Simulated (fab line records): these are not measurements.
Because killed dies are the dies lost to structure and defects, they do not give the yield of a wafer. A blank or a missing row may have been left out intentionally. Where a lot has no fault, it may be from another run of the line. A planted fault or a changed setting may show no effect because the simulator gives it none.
fab line records	flow sky130
[record] lots = 24	wafers = 72	lastDay = 50
route steps=708 shown VIA3@596 CAP2M@615 METAL4@629 METAL5@677 PAD_OPEN@702
lots with no fault: from the same line, run without faults
startH: the number of hours between the record's first day and the start of the first shown wafer of the lot	waitH: hours elapsed since this lot's preceding step	" identical to the entry in the row above	L1.1+2: a row that stands for several wafers	- no value, or no start given	* or withheld: withheld	< > ~ a bound
route shown NAME@n: NAME is a module with steps in the file, n the number in the route of the first one	usual: mean/standard deviation of fault-free wafers	same: alike in all rows	chamber/n: place in a boat	sites: each site's reading	_std_site: the standard deviation of these	_edge_site: inner sites' mean taken away from outer sites' mean	radiusMm: for every site, how far away it sits from the centre of the wafer	mask NAME#n: copy n	behind: the tool/chamber that last shaped the wafer	hold: the reason the lot was held/the length of the hold in hours/how it ended	device: the transistor (n, p or np) that didn't switch	end of line: tests of these same wafers at the route's end	a step given without rows: its recipe and nothing more	killed: not the wafer's yield, but the dies lost to structure and defects at the first sort	map: per-die view of a wafer (x killed, . not killed, _ where there is no die)
set.NAME: the run value of the setting; set.NAME@STEP: its run value at that earlier step	model.NAME: the simulator's own value behind a step, which no gauge read
a sample of lots followed through the steps of the route, with each step as a table and each wafer as a row
services: from which hour (startH, from the record's first day; less than 0 if before it) a tool's chamber was out of use, for how many hours, and why
[[steps]]
[step SKY_VIA3_THK_MEAS_23]
[recipe] thkMeasGauge = xrf	reads = W_of_VIA3_CVD_21
[usual] VIA3_W_THK = 396/7.4
lot.wafer	tool	chamber	startH	waitH	VIA3_W_THK[nm]
L074.1	filmMetro-01	-	924.15	0.1	398
L074.5	"	-	"	"	410
L074.6	"	-	"	"	404
L075.1	filmMetro-04	-	933.05	0.1	386
L075.2	"	-	"	"	386
L075.4	"	-	"	"	387
L076.2	filmMetro-01	-	943.10	0.1	393
L076.4	"	-	"	"	394
L076.6	"	-	"	"	398
L077.1	filmMetro-01	-	951.45	0.1	388
L077.4	"	-	"	"	396
L077.6	"	-	"	"	391
L078.2	filmMetro-01	-	960.36	0.1	397
L078.3	"	-	"	"	394
L078.6	"	-	"	"	397
L079.1	filmMetro-04	-	972.43	0.1	395
L079.2	"	-	"	"	394
L079.6	"	-	"	"	390
L080.1	filmMetro-04	-	974.60	0.1	395
L080.2	"	-	"	"	383
L080.5	"	-	"	"	380
L081.1	filmMetro-02	-	986.40	0.1	410
L081.2	"	-	"	"	403
L081.5	"	-	"	"	395
L082.1	filmMetro-02	-	990.61	0.1	391
L082.2	"	-	"	"	407
L082.6	"	-	"	"	400
L083.2	filmMetro-01	-	995.95	0.1	399
L083.3	"	-	"	"	398
L083.5	"	-	"	"	396
L084.1	filmMetro-04	-	1001.87	0.1	397
L084.4	"	-	"	"	387
L084.6	"	-	"	"	388
L085.1	filmMetro-01	-	1011.72	0.1	394
L085.3	"	-	"	"	394
L085.5	"	-	"	"	394
L086.1	filmMetro-01	-	1014.08	0.1	389
L086.3	"	-	"	"	399
L086.4	"	-	"	"	396
L087.3	filmMetro-01	-	1022.20	0.1	400
L087.4	"	-	"	"	402
L087.6	"	-	"	"	401
L089.2	filmMetro-04	-	1027.06	0.1	386
L089.3	"	-	"	"	384
L089.5	"	-	"	"	400
L088.1	filmMetro-02	-	1029.45	0.1	402
L088.4	"	-	"	"	390
L088.5	"	-	"	"	405
L090.1	filmMetro-02	-	1039.65	0.1	409
L090.2	"	-	"	"	395
L090.3	"	-	"	"	408
L091.1	filmMetro-02	-	1049.99	0.1	400
L091.5	"	-	"	"	403
L091.6	"	-	"	"	411
L092.1	filmMetro-02	-	1051.10	0.1	407
L092.3	"	-	"	"	404
L092.4	"	-	"	"	402
L093.1	filmMetro-02	-	1060.58	0.1	400
L093.3	"	-	"	"	400
L093.6	"	-	"	"	401
L094.1	filmMetro-02	-	1062.97	0.1	402
L094.3	"	-	"	"	408
L094.6	"	-	"	"	404
L095.1	filmMetro-04	-	1071.29	0.1	383
L095.4	"	-	"	"	396
L095.5	"	-	"	"	392
L096.1	filmMetro-01	-	1078.68	0.1	393
L096.2	"	-	"	"	406
L096.3	"	-	"	"	391
L097.2	filmMetro-04	-	1081.91	0.1	391
L097.4	"	-	"	"	387
L097.6	"	-	"	"	396
[step SKY_CAP2M_OVL_MEAS_12]
[usual] CAP2M_OVL = 0.6/1.5
lot.wafer	tool	chamber	startH	waitH	CAP2M_OVL[nm]
L074.1	overlay-02	-	948.99	0.1	1.1
L074.5	"	-	"	"	1.9
L074.6	"	-	"	"	1.8
L075.1	overlay-01	-	957.59	0.1	1.4
L075.2	"	-	"	"	0.5
L075.4	"	-	"	"	1.3
L076.2	overlay-01	-	967.41	0.1	1.8
L076.4	"	-	"	"	-2.0
L076.6	"	-	"	"	-2.1
L077.1	overlay-02	-	975.40	0.1	1.7
L077.4	"	-	"	"	0.8
L077.6	"	-	"	"	2.3
L078.2	overlay-01	-	984.28	0.1	2.7
L078.3	"	-	"	"	2.3
L078.6	"	-	"	"	1.9
L079.1	overlay-02	-	996.20	0.1	1.7
L079.2	"	-	"	"	3.3
L079.6	"	-	"	"	0.4
L080.1	overlay-02	-	998.49	0.1	-2.2
L080.2	"	-	"	"	-0.1
L080.5	"	-	"	"	0.0
L081.1	overlay-01	-	1010.19	0.1	4.0
L081.2	"	-	"	"	1.2
L081.5	"	-	"	"	0.6
L082.1	overlay-02	-	1014.25	0.1	1.7
L082.2	"	-	"	"	-0.6
L082.6	"	-	"	"	0.0
L083.2	overlay-01	-	1019.35	0.1	-1.7
L083.3	"	-	"	"	0.1
L083.5	"	-	"	"	-0.2
L084.1	overlay-01	-	1025.17	0.1	1.5
L084.4	"	-	"	"	0.1
L084.6	"	-	"	"	4.3
L085.1	overlay-01	-	1035.09	0.1	0.1
L085.3	"	-	"	"	-1.2
L085.5	"	-	"	"	0.4
L086.1	overlay-02	-	1037.09	0.1	0.9
L086.3	"	-	"	"	-1.0
L086.4	"	-	"	"	-1.4
L087.3	overlay-02	-	1044.71	0.1	-1.1
L087.4	"	-	"	"	-0.2
L087.6	"	-	"	"	0.4
L089.2	overlay-02	-	1049.41	0.1	-0.9
L089.3	"	-	"	"	0.0
L089.5	"	-	"	"	2.1
L088.1	overlay-01	-	1051.90	0.1	1.0
L088.4	"	-	"	"	0.9
L088.5	"	-	"	"	0.6
L090.1	overlay-01	-	1061.95	0.1	-1.7
L090.2	"	-	"	"	-1.3
L090.3	"	-	"	"	-0.7
L091.1	overlay-01	-	1071.85	0.1	-0.3
L091.5	"	-	"	"	0.8
L091.6	"	-	"	"	0.6
L092.1	overlay-01	-	1072.92	0.1	1.5
L092.3	"	-	"	"	2.2
L092.4	"	-	"	"	1.7
L093.1	overlay-02	-	1082.35	0.1	-1.2
L093.3	"	-	"	"	-0.7
L093.6	"	-	"	"	0.0
L094.1	overlay-02	-	1084.80	0.1	1.6
L094.3	"	-	"	"	1.9
L094.6	"	-	"	"	2.4
L095.1	overlay-02	-	1092.62	0.1	-1.7
L095.4	"	-	"	"	-1.1
L095.5	"	-	"	"	-2.3
L096.1	overlay-01	-	1100.15	0.1	3.3
L096.2	"	-	"	"	2.5
L096.3	"	-	"	"	1.6
L097.2	overlay-02	-	1102.78	0.1	-0.4
L097.4	"	-	"	"	1.5
L097.6	"	-	"	"	2.1
[step SKY_METAL4_CD_MEAS_13]
[recipe] targetCdNm = 300
[usual] cdNm = 300.0/1.3
lot.wafer	tool	chamber	startH	waitH	cdNm
L074.1	cdSem-01	-	977.75	-	301.4
L074.5	"	-	"	"	300.6
L074.6	"	-	"	"	300.8
L075.1	cdSem-02	-	981.90	-	299.9
L075.2	"	-	"	"	298.3
L075.4	"	-	"	"	298.0
L076.2	cdSem-01	-	992.01	-	298.7
L076.4	"	-	"	"	297.6
L076.6	"	-	"	"	298.1
L077.1	cdSem-01	-	999.55	-	301.8
L077.4	"	-	"	"	301.2
L077.6	"	-	"	"	301.9
L078.2	cdSem-01	-	1008.17	-	298.6
L078.3	"	-	"	"	300.0
L078.6	"	-	"	"	299.7
L079.1	cdSem-02	-	1021.41	-	299.1
L079.2	"	-	"	"	300.0
L079.6	"	-	"	"	299.7
L080.1	cdSem-02	-	1022.44	-	301.8
L080.2	"	-	"	"	302.1
L080.5	"	-	"	"	302.4
L081.1	cdSem-02	-	1033.25	-	297.8
L081.2	"	-	"	"	297.8
L081.5	"	-	"	"	299.1
L082.1	cdSem-02	-	1037.44	-	299.8
L082.2	"	-	"	"	300.0
L082.6	"	-	"	"	298.9
L083.2	cdSem-02	-	1042.02	-	300.1
L083.3	"	-	"	"	299.3
L083.5	"	-	"	"	300.2
L084.1	cdSem-01	-	1047.50	-	298.6
L084.4	"	-	"	"	298.5
L084.6	"	-	"	"	297.8
L085.1	cdSem-01	-	1057.50	-	299.9
L085.3	"	-	"	"	300.5
L085.5	"	-	"	"	300.6
L086.1	cdSem-02	-	1059.70	-	300.7
L086.3	"	-	"	"	299.6
L086.4	"	-	"	"	300.4
L087.3	cdSem-02	-	1066.78	-	299.3
L087.4	"	-	"	"	299.3
L087.6	"	-	"	"	298.8
L089.2	cdSem-02	-	1070.96	-	302.7
L089.3	"	-	"	"	302.2
L089.5	"	-	"	"	302.4
L088.1	cdSem-02	-	1073.69	-	300.3
L088.4	"	-	"	"	299.8
L088.5	"	-	"	"	300.7
L090.1	cdSem-02	-	1083.70	-	298.0
L090.2	"	-	"	"	299.0
L090.3	"	-	"	"	298.6
L091.1	cdSem-02	-	1093.19	-	300.9
L091.5	"	-	"	"	299.7
L091.6	"	-	"	"	299.7
L092.1	cdSem-02	-	1093.85	-	299.3
L092.3	"	-	"	"	301.2
L092.4	"	-	"	"	299.2
L093.1	cdSem-02	-	1103.05	-	301.8
L093.3	"	-	"	"	301.9
L093.6	"	-	"	"	303.2
L094.1	cdSem-02	-	1105.24	-	298.1
L094.3	"	-	"	"	298.5
L094.6	"	-	"	"	299.2
L095.1	cdSem-02	-	1112.84	-	299.6
L095.4	"	-	"	"	300.6
L095.5	"	-	"	"	299.1
L096.1	cdSem-02	-	1120.90	-	301.0
L096.2	"	-	"	"	300.9
L096.3	"	-	"	"	300.8
L097.2	cdSem-01	-	1122.86	-	300.6
L097.4	"	-	"	"	299.2
L097.6	"	-	"	"	299.1
[step SKY_METAL4_ETCH_17]
[recipe] target = SiO2	stopOn = TiN	chemistry = C4F8/O2/Ar	sourceW = 1500	biasW = 1200	pressureMtorr = 40	c4f8FlowSccm = withheld	O2_flow_sccm = 6	Ar_flow_sccm = 300	timeS = 3.9	targetDepthA = 150
[usual] oesProductAu = 0.755/0.0067
lot.wafer	tool	chamber	startH	waitH	oesProductAu
L074.1	rieDiel-04	1	978.17	0.2	0.747
L074.5	"	1	"	"	0.758
L074.6	"	0	"	"	0.759
L075.1	rieDiel-01	1	982.18	0.1	0.754
L075.2	"	2	"	"	0.758
L075.4	"	0	"	"	0.764
L076.2	rieDiel-04	0	992.28	0.1	0.756
L076.4	"	2	"	"	0.751
L076.6	"	1	"	"	0.751
L077.1	rieDiel-01	3	999.96	0.2	0.760
L077.4	"	0	"	"	0.763
L077.6	"	0	"	"	0.766
L078.2	rieDiel-03	3	1008.43	0.1	0.753
L078.3	"	2	"	"	0.744
L078.6	"	1	"	"	0.757
L079.1	rieDiel-03	1	1021.70	0.1	0.753
L079.2	"	3	"	"	0.753
L079.6	"	2	"	"	0.760
L080.1	rieDiel-01	0	1022.73	0.1	0.762
L080.2	"	3	"	"	0.755
L080.5	"	1	"	"	0.771
L081.1	rieDiel-04	1	1033.53	0.1	0.762
L081.2	"	2	"	"	0.752
L081.5	"	1	"	"	0.760
L082.1	rieDiel-03	0	1037.73	0.1	0.744
L082.2	"	1	"	"	0.752
L082.6	"	1	"	"	0.753
L083.2	rieDiel-01	2	1042.29	0.1	0.747
L083.3	"	3	"	"	0.751
L083.5	"	3	"	"	0.755
L084.1	rieDiel-04	3	1047.79	0.1	0.748
L084.4	"	0	"	"	0.747
L084.6	"	0	"	"	0.761
L085.1	rieDiel-04	2	1057.79	0.1	0.750
L085.3	"	3	"	"	0.755
L085.5	"	2	"	"	0.760
L086.1	rieDiel-01	1	1059.99	0.1	0.755
L086.3	"	2	"	"	0.758
L086.4	"	0	"	"	0.744
L087.3	rieDiel-03	0	1067.03	0.0	0.753
L087.4	"	3	"	"	0.755
L087.6	"	3	"	"	0.757
L089.2	rieDiel-04	3	1071.23	0.1	0.740
L089.3	"	2	"	"	0.757
L089.5	"	3	"	"	0.758
L088.1	rieDiel-01	3	1073.98	0.1	0.748
L088.4	"	2	"	"	0.753
L088.5	"	2	"	"	0.749
L090.1	rieDiel-04	3	1083.98	0.1	0.743
L090.2	"	0	"	"	0.750
L090.3	"	1	"	"	0.751
L091.1	rieDiel-01	2	1093.48	0.1	0.756
L091.5	"	3	"	"	0.750
L091.6	"	0	"	"	0.767
L092.1	rieDiel-03	0	1094.14	0.1	0.760
L092.3	"	2	"	"	0.754
L092.4	"	1	"	"	0.760
L093.1	rieDiel-04	0	1103.34	0.1	0.755
L093.3	"	3	"	"	0.759
L093.6	"	2	"	"	0.764
L094.1	rieDiel-01	0	1105.53	0.1	0.759
L094.3	"	2	"	"	0.751
L094.6	"	2	"	"	0.760
L095.1	rieDiel-04	3	1113.13	0.1	0.755
L095.4	"	0	"	"	0.759
L095.5	"	2	"	"	0.763
L096.1	rieDiel-03	0	1121.19	0.1	0.753
L096.2	"	2	"	"	0.743
L096.3	"	3	"	"	0.749
L097.2	rieDiel-03	3	1123.17	0.1	0.752
L097.4	"	1	"	"	0.746
L097.6	"	2	"	"	0.757
[step SKY_METAL5_STRIP_16]
[recipe] chemistry = O2/N2	powerW = 1400	pressureMtorr = 1500	platenTempC = withheld	o2FlowSccm = 3000	n2FlowSccm = 300	overashFraction = 0.5
[usual] drypumpMotorCurrentA = 5.8/0.6	oesProductAu = 0.711/0.0046	stripTimeToEndpointS = 13.08/0.078
lot.wafer	tool	chamber	startH	waitH	drypumpMotorCurrentA	oesProductAu	rfHoursCounterH	stripTimeToEndpointS
L074.1	plasmaAsher-01	0	1027.26	0.2	6.6	0.715	125	13.16
L074.5	"	1	"	"	6.1	0.712	-	13.18
L074.6	"	0	"	"	6.5	0.716	-	13.17
L075.1	plasmaAsher-01	1	1031.24	0.2	6.1	0.715	126	13.09
L075.2	"	0	"	"	6.6	0.718	126	13.05
L075.4	"	0	"	"	6.6	0.718	-	13.07
L076.2	plasmaAsher-01	1	1040.19	0.2	6.1	0.708	128	13.14
L076.4	"	0	"	"	6.6	0.708	-	13.16
L076.6	"	1	"	"	6.1	0.704	-	13.23
L077.1	plasmaAsher-01	0	1049.06	0.2	6.6	0.708	129	13.18
L077.4	"	0	"	"	6.6	0.715	-	13.13
L077.6	"	1	"	"	6.1	0.708	-	13.15
L078.2	plasmaAsher-03	0	1056.46	0.3	4.9	0.715	30	12.98
L078.3	"	0	"	"	4.9	0.714	-	13.08
L078.6	"	1	"	"	5.8	0.711	-	12.99
L079.1	plasmaAsher-03	1	1068.21	0.4	5.7	0.713	32	13.10
L079.2	"	0	"	"	4.9	0.710	32	12.95
L079.6	"	1	"	"	5.8	0.716	-	13.16
L080.1	plasmaAsher-03	1	1068.91	0.2	5.8	0.715	33	13.19
L080.2	"	0	"	"	4.9	0.707	33	13.11
L080.5	"	1	"	"	5.7	0.713	-	13.19
L081.1	plasmaAsher-03	0	1079.76	0.4	4.9	0.707	34	13.01
L081.2	"	1	"	"	5.7	0.708	34	13.05
L081.5	"	0	"	"	4.9	0.717	-	13.10
L082.1	plasmaAsher-03	0	1083.46	0.2	4.9	0.708	35	13.12
L082.2	"	1	"	"	5.7	0.706	35	13.04
L082.6	"	1	"	"	5.7	0.712	-	13.06
L083.2	plasmaAsher-03	0	1087.44	0.2	4.9	0.711	36	13.16
L083.3	"	0	"	"	4.9	0.713	-	13.11
L083.5	"	0	"	"	4.9	0.718	-	13.15
L084.1	plasmaAsher-03	0	1092.31	0.2	4.9	0.705	37	12.96
L084.4	"	1	"	"	5.8	0.713	-	13.01
L084.6	"	0	"	"	4.9	0.710	-	12.99
L085.1	plasmaAsher-01	1	1102.74	0.2	6.1	0.708	3	13.17
L085.3	"	1	"	"	6.1	0.716	-	13.11
L085.5	"	1	"	"	6.1	0.710	-	13.09
L086.1	plasmaAsher-03	1	1104.56	0.2	5.8	0.710	38	13.05
L086.3	"	1	"	"	5.7	0.703	-	13.05
L086.4	"	0	"	"	4.9	0.701	-	13.08
L087.3	plasmaAsher-04	0	1110.98	0.1	5.4	0.719	-	13.07
L087.4	"	1	"	"	5.8	0.705	-	13.10
L087.6	"	1	"	"	5.8	0.712	-	13.00
L089.2	plasmaAsher-01	1	1114.64	0.2	6.1	0.708	5	13.20
L089.3	"	0	"	"	6.5	0.705	-	13.11
L089.5	"	0	"	"	6.5	0.712	-	13.18
L088.1	plasmaAsher-03	1	1117.22	0.2	5.7	0.713	40	13.13
L088.4	"	1	"	"	5.7	0.714	-	13.22
L088.5	"	1	"	"	5.7	0.714	-	13.16
L090.1	plasmaAsher-01	1	1127.63	0.2	6.1	0.717	6	13.09
L090.2	"	0	"	"	6.6	0.707	6	13.18
L090.3	"	0	"	"	6.6	0.704	-	13.15
L091.1	plasmaAsher-04	1	1135.56	0.2	5.8	0.714	98	13.00
L091.5	"	0	"	"	5.4	0.713	-	13.03
L091.6	"	1	"	"	5.8	0.716	-	13.00
L092.1	plasmaAsher-01	1	1136.04	0.2	6.1	0.713	7	13.04
L092.3	"	0	"	"	6.6	0.702	-	12.97
L092.4	"	1	"	"	6.1	0.708	-	12.96
L093.1	plasmaAsher-03	1	1144.57	0.2	5.7	0.709	42	13.11
L093.3	"	0	"	"	4.9	0.711	-	13.15
L093.6	"	1	"	"	5.7	0.711	-	13.17
L094.1	plasmaAsher-01	1	1147.67	0.2	6.1	0.704	8	13.07
L094.3	"	1	"	"	6.1	0.710	-	12.98
L094.6	"	0	"	"	6.6	0.712	-	13.08
L095.1	plasmaAsher-04	1	1154.91	0.2	5.8	0.714	100	13.04
L095.4	"	1	"	"	5.8	0.718	-	13.06
L095.5	"	0	"	"	5.4	0.702	-	13.12
L096.1	plasmaAsher-01	1	1160.79	0.4	6.0	0.718	9	13.04
L096.2	"	0	"	"	6.6	0.709	9	13.03
L096.3	"	0	"	"	6.6	0.709	-	13.00
L097.2	plasmaAsher-03	0	1163.47	0.2	4.9	0.718	44	12.98
L097.4	"	1	"	"	5.8	0.715	-	12.94
L097.6	"	1	"	"	5.7	0.715	-	13.03
[step SKY_PAD_OPEN_STRIP_08]
[recipe] chemistry = O2/N2	powerW = 1400	pressureMtorr = 1500	platenTempC = withheld	overashFraction = 0.7	o2FlowSccm = 3000	n2FlowSccm = 300
[usual] drypumpMotorCurrentA = 5.8/0.49	oesProductAu = 0.663/0.0043	stripTimeToEndpointS = 37.13/0.1
lot.wafer	tool	chamber	startH	waitH	drypumpMotorCurrentA	oesProductAu	rfHoursCounterH	stripTimeToEndpointS
L074.1	plasmaAsher-02	1	1071.40	0.1	5.7	0.666	64	37.23
L074.5	"	1	"	"	5.8	0.672	-	37.22
L074.6	"	0	"	"	6.1	0.670	-	37.27
L075.1	plasmaAsher-03	0	1075.65	0.1	4.9	0.663	34	37.00
L075.2	"	1	"	"	5.7	0.669	34	37.16
L075.4	"	0	"	"	4.9	0.663	-	37.04
L076.2	plasmaAsher-03	1	1083.81	0.1	5.7	0.666	35	37.40
L076.4	"	0	"	"	4.9	0.655	-	37.48
L076.6	"	0	"	"	4.9	0.658	-	37.32
L077.1	plasmaAsher-03	1	1090.90	0.1	5.7	0.663	36	37.12
L077.4	"	0	"	"	4.9	0.665	-	37.16
L077.6	"	1	"	"	5.8	0.663	-	37.21
L078.2	plasmaAsher-01	0	1097.76	0.1	6.5	0.662	3	37.14
L078.3	"	1	"	"	6.1	0.664	-	37.03
L078.6	"	1	"	"	6.1	0.662	-	37.07
L079.1	plasmaAsher-02	0	1110.26	0.1	6.1	0.665	66	36.96
L079.2	"	1	"	"	5.7	0.658	66	37.06
L079.6	"	0	"	"	6.1	0.668	-	37.05
L080.1	plasmaAsher-02	0	1110.96	0.1	6.1	0.658	66	37.01
L080.2	"	1	"	"	5.8	0.675	66	37.05
L080.5	"	0	"	"	6.1	0.661	-	37.02
L081.1	plasmaAsher-03	0	1121.36	0.1	4.9	0.658	40	37.02
L081.2	"	1	"	"	5.8	0.658	40	37.02
L081.5	"	1	"	"	5.8	0.660	-	37.02
L082.1	plasmaAsher-02	1	1124.30	0.1	5.7	0.664	67	37.27
L082.2	"	0	"	"	6.1	0.669	67	37.18
L082.6	"	1	"	"	5.8	0.661	-	37.21
L083.2	plasmaAsher-02	0	1128.21	0.1	6.1	0.665	67	37.15
L083.3	"	1	"	"	5.7	0.664	-	37.13
L083.5	"	1	"	"	5.7	0.657	-	37.11
L084.1	plasmaAsher-01	1	1132.91	0.1	6.1	0.669	6	37.16
L084.4	"	1	"	"	6.1	0.663	-	37.29
L084.6	"	1	"	"	6.1	0.670	-	37.19
L085.1	plasmaAsher-03	1	1142.55	0.1	5.7	0.658	42	37.09
L085.3	"	0	"	"	4.9	0.660	-	36.96
L085.5	"	0	"	"	4.9	0.661	-	36.97
L086.1	plasmaAsher-01	0	1143.91	0.1	6.6	0.661	7	37.00
L086.3	"	0	"	"	6.6	0.667	-	37.08
L086.4	"	1	"	"	6.1	0.662	-	37.08
L087.3	plasmaAsher-03	0	1149.24	0.1	4.9	0.656	-	37.03
L087.4	"	1	"	"	5.7	0.667	-	37.16
L087.6	"	0	"	"	4.8	0.668	-	37.17
L089.2	plasmaAsher-02	1	1152.86	0.1	5.7	0.668	69	37.13
L089.3	"	0	"	"	6.1	0.669	-	37.10
L089.5	"	0	"	"	6.1	0.657	-	37.09
L088.1	plasmaAsher-02	0	1156.10	0.1	6.1	0.666	70	37.19
L088.4	"	0	"	"	6.1	0.663	-	37.18
L088.5	"	1	"	"	5.8	0.665	-	37.23
L090.1	plasmaAsher-02	0	1165.00	0.1	6.1	0.660	70	37.17
L090.2	"	1	"	"	5.7	0.665	70	37.18
L090.3	"	1	"	"	5.7	0.663	-	37.14
L091.1	plasmaAsher-03	0	1171.65	0.1	4.9	0.669	45	37.06
L091.5	"	0	"	"	4.9	0.662	-	37.19
L091.6	"	1	"	"	5.7	0.663	-	37.17
L092.1	plasmaAsher-02	1	1172.35	0.1	5.7	0.667	71	37.29
L092.3	"	1	"	"	5.8	0.669	-	37.26
L092.4	"	0	"	"	6.1	0.657	-	37.22
L093.1	plasmaAsher-02	1	1180.11	0.1	5.7	0.669	72	37.19
L093.3	"	1	"	"	5.7	0.665	-	37.20
L093.6	"	0	"	"	6.1	0.671	-	37.24
L094.1	plasmaAsher-02	0	1182.30	0.1	6.1	0.669	72	37.11
L094.3	"	0	"	"	6.1	0.668	-	37.15
L094.6	"	1	"	"	5.7	0.665	-	37.09
L095.1	plasmaAsher-01	1	1189.46	0.1	6.1	0.652	12	37.05
L095.4	"	0	"	"	6.6	0.655	-	37.00
L095.5	"	1	"	"	6.1	0.669	-	37.03
L096.1	plasmaAsher-03	0	1194.36	0.1	4.9	0.667	47	37.17
L096.2	"	1	"	"	5.7	0.667	47	37.08
L096.3	"	1	"	"	5.7	0.661	-	37.14
L097.2	plasmaAsher-03	1	1196.05	0.1	5.7	0.663	47	37.21
L097.4	"	1	"	"	5.8	0.663	-	37.11
L097.6	"	0	"	"	4.9	0.668	-	37.22
[[services]]
tool	chamber	startH	hours	kind
plasmaAsher-03	-	957.95	2.6	repair
rieDiel-01	0	970.47	2.1	repair
rieDiel-04	3	979.12	15.1	repair
plasmaAsher-03	-	985.45	2.0	repair
rieDiel-04	-	1004.09	0.5	repair
plasmaAsher-03	-	1015.32	1.2	repair
plasmaAsher-03	-	1022.37	0.9	repair
rieDiel-04	1	1033.94	1.7	repair
plasmaAsher-02	-	1037.32	2.9	repair
rieDiel-03	3	1046.63	5.5	repair
rieDiel-03	0	1049.87	6.1	repair
plasmaAsher-01	-	1051.87	19.1	repair
plasmaAsher-01	-	1070.98	9.0	pm
plasmaAsher-02	-	1081.84	28.1	pm
plasmaAsher-01	-	1092.00	2.8	pm
rieDiel-01	-	1120.29	1.4	repair
rieDiel-04	1	1121.03	7.9	repair
rieDiel-03	-	1125.18	0.7	repair
rieDiel-01	-	1126.77	0.8	repair
rieDiel-04	-	1133.62	2.8	pm
plasmaAsher-02	-	1135.33	5.1	repair
rieDiel-04	2	1165.23	5.2	repair
rieDiel-01	0	1168.76	6.4	repair
rieDiel-04	-	1187.17	4.3	pm
[[key]]
fault none
